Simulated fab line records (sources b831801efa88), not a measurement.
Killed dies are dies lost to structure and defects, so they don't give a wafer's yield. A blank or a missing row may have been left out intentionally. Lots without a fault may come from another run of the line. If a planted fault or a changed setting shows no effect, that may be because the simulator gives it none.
fab line records ; flow sky130
[record] lots = 6; wafers = 18; last-day = 50
route steps=708 shown LDD_LDN@300 SPACER@304 POLY_CUT@307
lots that met no fault: taken from a fault-free run of the same line
start-h: start of the lot's first displayed wafer, in hours after the record's first day ; wait-h: how many hours have passed since the lot's step before this one ; " the same as in the row above ; L1.1+2: one row covering several wafers at once ; - either no value or no given start ; * or withheld: withheld ; < > ~ a bound
route shown NAME@n: a module of which the file shows steps, and the number in the route of the first ; usual: the fault-free wafers' mean and standard deviation ; same: alike in all rows ; chamber/n: place in a boat ; sites: readings site by site ; _std_site: the standard deviation of these ; _edge_site: inner sites' mean taken away from outer sites' mean ; radius-mm: how far each site lies from the wafer's centre ; mask NAME#n: copy n ; behind: the tool/chamber that last shaped the wafer ; hold: the reason the lot was held/the length of the hold in hours/how it ended ; device: the n, p or np transistor that did not switch ; end of line: the same wafers' tests at the end of the route ; a step without rows: its recipe alone ; killed: not the wafer's yield, but the dies lost to structure and defects at the first sort ; map: shows each die of a wafer: x if killed, . if not, _ if none is there
set.NAME: the setting that was run; set.NAME@STEP: the one run at that earlier step ; model.NAME: the simulator's own value behind a step, which no gauge read
a table for each step, a row for each wafer; lots at some steps of the route
services: a tool's chamber out of use, with start hour (start-h, from the record's first day; less than 0 if before it), hours out, and reason
[[steps]]
[step SKY_LDD_LDN_IMPLANT_11]
[recipe] species = As; energy-kev = 15; dose-cm2 = 1.25e+13; tilt-deg = withheld; rotation-deg = 293
[step SKY_LDD_LDN_STRIP_12]
[recipe] chemistry = O2/N2; power-w = 1400; pressure-mtorr = 1500; platen-temp-c = withheld; o2-flow-sccm = 3000; n2-flow-sccm = 300; overash-fraction = 0.5
[usual] drypump-motor-current-A = 6.07/0.2; oes-product-au = 0.715/0.0046; strip-time-to-endpoint-s = 14.17/0.05
lot.wafer;tool;chamber;start-h;wait-h;drypump-motor-current-A;oes-product-au;rf-hours-counter-h;strip-time-to-endpoint-s
L687.4;plasma-asher-01;1;524.61;0.1;6.17;0.720;-;14.16
L687.5;plasma-asher-01;0;524.61;0.1;6.15;0.714;-;14.21
L687.6;plasma-asher-01;1;524.61;0.1;6.20;0.716;-;14.19
L696.1;plasma-asher-01;0;601.74;0.1;6.18;0.713;75;14.16
L696.4;plasma-asher-01;0;601.74;0.1;6.17;0.718;-;14.19
L696.6;plasma-asher-01;0;601.74;0.1;6.15;0.712;-;14.17
L705.2;plasma-asher-04;0;677.66;0.1;6.08;0.719;56;14.19
L705.3;plasma-asher-04;1;677.66;0.1;5.65;0.717;-;14.17
L705.6;plasma-asher-04;1;677.66;0.1;5.69;0.710;-;14.17
L706.1;plasma-asher-01;0;685.76;0.1;6.15;0.712;84;14.21
L706.2;plasma-asher-01;1;685.76;0.1;6.21;0.719;84;14.22
L706.6;plasma-asher-01;0;685.76;0.1;6.18;0.720;-;14.23
L707.2;plasma-asher-02;1;690.31;0.1;6.23;0.715;102;14.18
L707.4;plasma-asher-02;0;690.31;0.1;5.99;0.715;-;14.16
L707.5;plasma-asher-02;1;690.31;0.1;6.24;0.713;-;14.17
L709.2;plasma-asher-02;1;702.82;0.1;6.24;0.721;103;14.24
L709.3;plasma-asher-02;1;702.82;0.1;6.23;0.706;-;14.26
L709.5;plasma-asher-02;1;702.82;0.1;6.25;0.721;-;14.27
[step SKY_LDD_LDN_TW_MEAS_13]
[usual] LDD_LDN_TW = 1473/14
lot.wafer;tool;chamber;start-h;wait-h;LDD_LDN_TW
L687.4;film-metro-02;-;524.70;0.1;1479
L687.5;film-metro-02;-;524.70;0.1;1474
L687.6;film-metro-02;-;524.70;0.1;1471
L696.1;film-metro-01;-;601.84;0.1;1461
L696.4;film-metro-01;-;601.84;0.1;1467
L696.6;film-metro-01;-;601.84;0.1;1468
L705.2;film-metro-02;-;677.77;0.1;1482
L705.3;film-metro-02;-;677.77;0.1;1487
L705.6;film-metro-02;-;677.77;0.1;1492
L706.1;film-metro-01;-;685.86;0.1;1456
L706.2;film-metro-01;-;685.86;0.1;1461
L706.6;film-metro-01;-;685.86;0.1;1471
L707.2;film-metro-03;-;690.42;0.1;1484
L707.4;film-metro-03;-;690.42;0.1;1484
L707.5;film-metro-03;-;690.42;0.1;1474
L709.2;film-metro-01;-;702.93;0.1;1458
L709.3;film-metro-01;-;702.93;0.1;1459
L709.5;film-metro-01;-;702.93;0.1;1457
[step SKY_LDD_LDN_CLEAN_14]
[recipe] chemistry = SC1/SC2; mix = 1:4:20; temp-c = 70; time-s = 150; dry = n2-spin
[step SKY_SPACER_CVD_00]
[recipe] material = Si3N4; precursor = DCS/NH3; target-thk-nm = 43.1; temp-c = 770; time-s = 740; pressure-mtorr = 250
[step SKY_SPACER_THK_MEAS_01]
[recipe] reads = Si3N4_of_SPACER_CVD_00
[usual] SPACER_CVD_00_THK = 43.2/0.36
lot.wafer;tool;chamber;start-h;wait-h;SPACER_CVD_00_THK[nm]
L687.4;film-metro-01;-;527.37;0.0;43.1
L687.5;film-metro-01;-;527.37;0.0;43.3
L687.6;film-metro-01;-;527.37;0.0;43.3
L696.1;film-metro-01;-;604.68;0.0;43.4
L696.4;film-metro-01;-;604.68;0.0;42.8
L696.6;film-metro-01;-;604.68;0.0;43.0
L705.2;film-metro-04;-;679.09;0.0;43.0
L705.3;film-metro-04;-;679.09;0.0;43.0
L705.6;film-metro-04;-;679.09;0.0;43.2
L706.1;film-metro-04;-;687.18;0.0;43.7
L706.2;film-metro-04;-;687.18;0.0;43.2
L706.6;film-metro-04;-;687.18;0.0;43.3
L707.2;film-metro-01;-;691.73;0.0;42.5
L707.4;film-metro-01;-;691.73;0.0;43.0
L707.5;film-metro-01;-;691.73;0.0;43.3
L709.2;film-metro-01;-;705.86;0.0;43.5
L709.3;film-metro-01;-;705.86;0.0;43.7
L709.5;film-metro-01;-;705.86;0.0;44.1
[step SKY_SPACER_ETCHBACK_02]
[recipe] chemistry = CH3F/O2; target = Si3N4; stop-on = SiO2; source-w = 400; bias-w = 80; pressure-mtorr = 25; ch3f-flow-sccm = 40; O2_flow_sccm = 30; time-s = 46.7; target-depth-a = 450
[usual] drypump-motor-current-A = 5.5/0.5; oes-product-au = 0.856/0.0062; throttle-valve-pct = 10.563/0.009
lot.wafer;tool;chamber;start-h;wait-h;drypump-motor-current-A;oes-product-au;rf-hours-counter-h;throttle-valve-pct
L687.4;rie-diel-01;0;527.43;0.0;5.1;0.858;-;10.555
L687.5;rie-diel-01;2;527.43;0.0;5.9;0.860;-;10.556
L687.6;rie-diel-01;3;527.43;0.0;5.2;0.851;-;10.558
L696.1;rie-diel-01;2;604.74;0.1;5.9;0.863;29;10.562
L696.4;rie-diel-01;1;604.74;0.1;5.6;0.848;31;10.580
L696.6;rie-diel-01;3;604.74;0.1;5.2;0.860;-;10.563
L705.2;rie-diel-02;1;679.14;0.0;5.3;0.859;5;10.574
L705.3;rie-diel-02;0;679.14;0.0;6.3;0.856;9;10.567
L705.6;rie-diel-02;1;679.14;0.0;5.3;0.863;-;10.558
L706.1;rie-diel-03;1;687.24;0.1;6.2;0.870;12;10.570
L706.2;rie-diel-03;2;687.24;0.1;4.8;0.860;21;10.579
L706.6;rie-diel-03;2;687.24;0.1;4.8;0.851;-;10.561
L707.2;rie-diel-01;2;691.78;0.0;5.9;0.855;31;10.573
L707.4;rie-diel-01;0;691.78;0.0;5.1;0.864;6;10.566
L707.5;rie-diel-01;2;691.78;0.0;5.9;0.854;-;10.572
L709.2;rie-diel-03;1;705.91;0.0;6.2;0.870;12;10.547
L709.3;rie-diel-03;0;705.91;0.0;5.2;0.860;0;10.561
L709.5;rie-diel-03;3;705.91;0.0;4.7;0.865;-;10.543
[step SKY_POLY_CUT_DEHYDRATE_00]
[recipe] temp-c = 200; time-s = 60
[step SKY_POLY_CUT_HMDS_01]
[recipe] prime-time-s = 60; prime-temp-c = 120
[step SKY_POLY_CUT_COAT_02]
[recipe] resist = BARC; temp-c = withheld; time-s = withheld; spin-rpm = 3000; resist-thk-nm = 60
[step SKY_POLY_CUT_COAT_03]
[recipe] resist = KrF-thick; spin-rpm = 3000; resist-thk-nm = 450
[step SKY_POLY_CUT_SOFTBAKE_04]
[recipe] temp-c = 100; time-s = 90; resist = KrF-thick
[step SKY_POLY_CUT_EXPOSE_05]
[recipe] mask-id = NPCM; na = 0.8; source-shape = annular; sigma-inner = 0.55; sigma-outer = 0.85; target-cd-nm = 270; dose-mj = 32
lot.wafer;tool;chamber;start-h;wait-h;mask
L687.4+5+6;krf-scanner-01;0;543.16;-;NPCM#0
L696.1+4+6;krf-scanner-02;0;619.50;-;NPCM#0
L705.2+3+6;krf-scanner-02;0;693.50;-;NPCM#0
L706.1+2+6;krf-scanner-02;0;701.67;-;NPCM#0
L707.2+4+5;krf-scanner-01;0;705.90;-;NPCM#0
L709.2+3+5;krf-scanner-01;0;720.07;-;NPCM#0
[step SKY_POLY_CUT_PEB_06]
[recipe] peb-temp-c = withheld; peb-time-s = withheld; resist = KrF-thick
[step SKY_POLY_CUT_DEVELOP_07]
[recipe] develop-time-s = 60; resist = KrF-thick; dev-temp-c = 21
[step SKY_POLY_CUT_CD_MEAS_08]
[recipe] target-cd-nm = 270
[usual] cd-nm = 270.3/1.4
lot.wafer;tool;chamber;start-h;wait-h;cd-nm
L687.4;cd-sem-01;-;558.03;-;267.0
L687.5;cd-sem-01;-;558.03;-;268.8
L687.6;cd-sem-01;-;558.03;-;268.4
L696.1;cd-sem-01;-;633.83;-;271.8
L696.4;cd-sem-01;-;633.83;-;271.2
L696.6;cd-sem-01;-;633.83;-;272.0
L705.2;cd-sem-01;-;707.49;-;269.5
L705.3;cd-sem-01;-;707.49;-;270.2
L705.6;cd-sem-01;-;707.49;-;268.8
L706.1;cd-sem-01;-;714.97;-;270.5
L706.2;cd-sem-01;-;714.97;-;269.9
L706.6;cd-sem-01;-;714.97;-;271.6
L707.2;cd-sem-02;-;719.63;-;255.0
L707.4;cd-sem-02;-;719.63;-;269.7
L707.5;cd-sem-02;-;719.63;-;269.8
L709.2;cd-sem-02;-;733.53;-;258.8
L709.3;cd-sem-02;-;733.53;-;259.3
L709.5;cd-sem-02;-;733.53;-;273.7
[step SKY_POLY_CUT_OVL_MEAS_09]
[usual] POLY_CUT_OVL = 2/5
lot.wafer;tool;chamber;start-h;wait-h;POLY_CUT_OVL[nm]
L687.4;overlay-01;-;558.11;0.1;1
L687.5;overlay-01;-;558.11;0.1;2
L687.6;overlay-01;-;558.11;0.1;4
L696.1;overlay-01;-;633.95;0.1;11
L696.4;overlay-01;-;633.95;0.1;10
L696.6;overlay-01;-;633.95;0.1;7
L705.2;overlay-01;-;707.60;0.1;8
L705.3;overlay-01;-;707.60;0.1;10
L705.6;overlay-01;-;707.60;0.1;2
L706.1;overlay-02;-;715.09;0.1;-1
L706.2;overlay-02;-;715.09;0.1;0
L706.6;overlay-02;-;715.09;0.1;-1
L707.2;overlay-02;-;719.73;0.1;0
L707.4;overlay-02;-;719.73;0.1;-5
L707.5;overlay-02;-;719.73;0.1;-5
L709.2;overlay-02;-;733.63;0.1;7
L709.3;overlay-02;-;733.63;0.1;3
L709.5;overlay-02;-;733.63;0.1;9
[step SKY_POLY_CUT_ETCH_10]
[recipe] chemistry = N2/H2; target = BARC; ion-energy-ev = 200; source-w = 500; bias-w = 100; pressure-mtorr = 30; n2-flow-sccm = 100; h2-flow-sccm = 200; stop-on = SiO2; time-s = 45.9; target-depth-a = 600
[usual] drypump-motor-current-A = 5.7/0.41; oes-product-au = 0.855/0.0046; throttle-valve-pct = 13.224/0.01
lot.wafer;tool;chamber;start-h;wait-h;drypump-motor-current-A;oes-product-au;rf-hours-counter-h;throttle-valve-pct;model.POLY_CUT.cd-nm
L687.4;rie-diel-04;3;558.13;0.0;5.8;0.849;26;13.206;268.3
L687.5;rie-diel-04;2;558.13;0.0;5.4;0.854;-;13.241;268.4
L687.6;rie-diel-04;1;558.13;0.0;6.4;0.853;-;13.228;268.5
L696.1;rie-diel-01;3;633.98;0.0;5.2;0.849;1;13.216;270.9
L696.4;rie-diel-01;1;633.98;0.0;5.6;0.856;32;13.223;270.2
L696.6;rie-diel-01;1;633.98;0.0;5.6;0.857;-;13.232;270.8
L705.2;rie-diel-02;0;707.63;0.0;6.3;0.857;10;13.241;269.6
L705.3;rie-diel-02;2;707.63;0.0;6.0;0.856;45;13.225;270.1
L705.6;rie-diel-02;3;707.63;0.0;5.3;0.866;-;13.216;268.2
L706.1;rie-diel-02;2;715.13;0.0;5.9;0.861;45;13.219;270.5
L706.2;rie-diel-02;3;715.13;0.0;5.4;0.852;4;13.224;269.6
L706.6;rie-diel-02;1;715.13;0.0;5.3;0.862;-;13.227;270.9
L707.2;rie-diel-04;1;719.76;0.0;6.4;0.854;6;13.231;253.7
L707.4;rie-diel-04;3;719.76;0.0;5.8;0.862;29;13.224;270.7
L707.5;rie-diel-04;0;719.76;0.0;5.9;0.851;-;13.232;269.2
L709.2;rie-diel-01;2;733.66;0.0;5.9;0.860;32;13.236;257.4
L709.3;rie-diel-01;3;733.66;0.0;5.3;0.862;3;13.221;258.1
L709.5;rie-diel-01;1;733.66;0.0;5.6;0.859;-;13.215;272.2
[step SKY_POLY_CUT_ETCH_11]
[recipe] target = Si3N4; chemistry = CF4/CH2F2/Ar; stop-on = poly-Si; source-w = 600; bias-w = 150; pressure-mtorr = 40; cf4-flow-sccm = 40; ch2f2-flow-sccm = 20; Ar_flow_sccm = 150; time-s = 42.5; target-depth-a = 600
[usual] drypump-motor-current-A = 5.7/0.41; oes-product-au = 0.828/0.0068; throttle-valve-pct = 14.994/0.009
lot.wafer;tool;chamber;start-h;wait-h;drypump-motor-current-A;oes-product-au;rf-hours-counter-h;throttle-valve-pct;model.POLY_CUT.cd-nm
L687.4;rie-diel-04;3;558.17;0.0;5.8;0.818;26;14.975;268.4
L687.5;rie-diel-04;2;558.17;0.0;5.4;0.825;-;15.001;268.5
L687.6;rie-diel-04;1;558.17;0.0;6.3;0.829;-;15.009;268.6
L696.1;rie-diel-01;3;634.02;0.0;5.2;0.829;1;14.982;271.1
L696.4;rie-diel-01;1;634.02;0.0;5.6;0.827;32;15.003;270.3
L696.6;rie-diel-01;1;634.02;0.0;5.6;0.829;-;14.996;270.9
L705.2;rie-diel-02;0;707.67;0.0;6.3;0.829;10;15.011;269.7
L705.3;rie-diel-02;2;707.67;0.0;5.9;0.825;45;14.988;270.1
L705.6;rie-diel-02;3;707.67;0.0;5.3;0.834;-;14.999;268
L706.1;rie-diel-02;2;715.17;0.0;6.0;0.823;45;14.986;270.5
L706.2;rie-diel-02;3;715.17;0.0;5.3;0.830;4;14.980;269.5
L706.6;rie-diel-02;1;715.17;0.0;5.3;0.836;-;14.985;270.9
L707.2;rie-diel-04;1;719.81;0.0;6.3;0.833;6;14.994;253.8
L707.4;rie-diel-04;3;719.81;0.0;5.8;0.839;29;14.998;270.8
L707.5;rie-diel-04;0;719.81;0.0;5.9;0.835;-;14.989;269.2
L709.2;rie-diel-01;2;733.71;0.0;5.9;0.838;32;14.975;257.4
L709.3;rie-diel-01;3;733.71;0.0;5.2;0.839;3;14.988;258.2
L709.5;rie-diel-01;1;733.71;0.0;5.6;0.838;-;14.992;272.4
[step SKY_POLY_CUT_STRIP_12]
[recipe] chemistry = O2/N2; power-w = 1400; pressure-mtorr = 1500; platen-temp-c = withheld; o2-flow-sccm = 3000; n2-flow-sccm = 300; overash-fraction = 0.5
[usual] drypump-motor-current-A = 5.95/0.26; oes-product-au = 0.452/0.0045; strip-time-to-endpoint-s = 5.356/0.019
lot.wafer;tool;chamber;start-h;wait-h;drypump-motor-current-A;oes-product-au;rf-hours-counter-h;strip-time-to-endpoint-s
L687.4;plasma-asher-04;1;558.24;0.1;5.68;0.447;-;5.364
L687.5;plasma-asher-04;1;558.24;0.1;5.69;0.441;-;5.346
L687.6;plasma-asher-04;0;558.24;0.1;6.08;0.456;-;5.353
L696.1;plasma-asher-01;1;634.06;0.0;6.21;0.448;78;5.385
L696.4;plasma-asher-01;0;634.06;0.0;6.06;0.456;-;5.347
L696.6;plasma-asher-01;1;634.06;0.0;6.20;0.461;-;5.345
L705.2;plasma-asher-04;0;707.71;0.0;6.07;0.447;59;5.379
L705.3;plasma-asher-04;0;707.71;0.0;6.06;0.449;-;5.367
L705.6;plasma-asher-04;1;707.71;0.0;5.68;0.455;-;5.353
L706.1;plasma-asher-04;1;715.21;0.0;5.66;0.454;60;5.362
L706.2;plasma-asher-04;0;715.21;0.0;6.07;0.455;60;5.374
L706.6;plasma-asher-04;1;715.21;0.0;5.67;0.450;-;5.363
L707.2;plasma-asher-04;1;719.85;0.0;5.63;0.457;61;5.363
L707.4;plasma-asher-04;0;719.85;0.0;6.08;0.454;-;5.392
L707.5;plasma-asher-04;0;719.85;0.0;6.07;0.450;-;5.367
L709.2;plasma-asher-03;1;733.75;0.0;5.52;0.442;29;5.354
L709.3;plasma-asher-03;0;733.75;0.0;6.16;0.450;-;5.362
L709.5;plasma-asher-03;1;733.75;0.0;5.53;0.458;-;5.339
[[services]]
tool;chamber;start-h;hours;kind
plasma-asher-01;-;507.33;1.5;repair
rie-diel-04;2;507.37;4.2;repair
krf-scanner-02;-;508.56;1.0;pm
krf-scanner-01;-;518.94;0.8;pm
rie-diel-02;-;523.24;1.0;repair
rie-diel-01;1;523.50;10.2;repair
rie-diel-01;1;537.93;13.6;repair
krf-scanner-01;-;546.32;1.0;pm
rie-diel-04;0;565.71;3.1;repair
plasma-asher-04;-;574.13;7.3;pm
krf-scanner-02;-;607.16;4.4;pm
krf-scanner-01;-;611.53;7.2;pm
krf-scanner-01;-;618.73;4.0;pm
rie-diel-02;0;619.52;6.6;repair
rie-diel-02;1;646.79;7.3;repair
rie-diel-01;-;663.51;2.8;pm
rie-diel-02;3;671.09;8.4;repair
rie-diel-02;-;675.92;2.8;pm
rie-diel-02;-;684.31;0.2;repair
rie-diel-02;3;688.11;4.3;repair
rie-diel-01;2;699.38;6.4;repair
rie-diel-04;-;702.24;0.9;repair
plasma-asher-01;-;714.01;3.3;repair
plasma-asher-01;-;720.72;15.6;pm
[[key]]
[first-sign] step = SKY_POLY_CUT_CD_MEAS_08; reading = cd-nm; direction = down; sigmas = 9.4; usual = 270.3; struck = 257.7
effect none on later readings
[model-effect] step = SKY_POLY_CUT_ETCH_10; value = POLY_CUT.cd-nm; without = 270.3; struck = 256.4
[model-effect] step = SKY_POLY_CUT_ETCH_11; value = POLY_CUT.cd-nm; without = 270.3; struck = 256.5
met-at SKY_POLY_CUT_EXPOSE_05
struck-wafers L707.2,L709.2,L709.3
tester-left-out L707,L709
onset-between 543.16 705.90
[fault] kind = process-parameter-drift; tool = krf-scanner-01; chamber = -; onset-h = 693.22; steps = SKY_POLY_CUT_EXPOSE_05; channel = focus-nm; offset = 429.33; shape = step; end-h = 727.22; scope = struck-wafers-only
// tester-left-out: of these lots the tester's yield and bins aren't shown, on N5 and GAA mostly nor the transistor test; their killed dies are dies lost to structure and defects alone, not to doping, threshold or leakage, so they don't give the yield
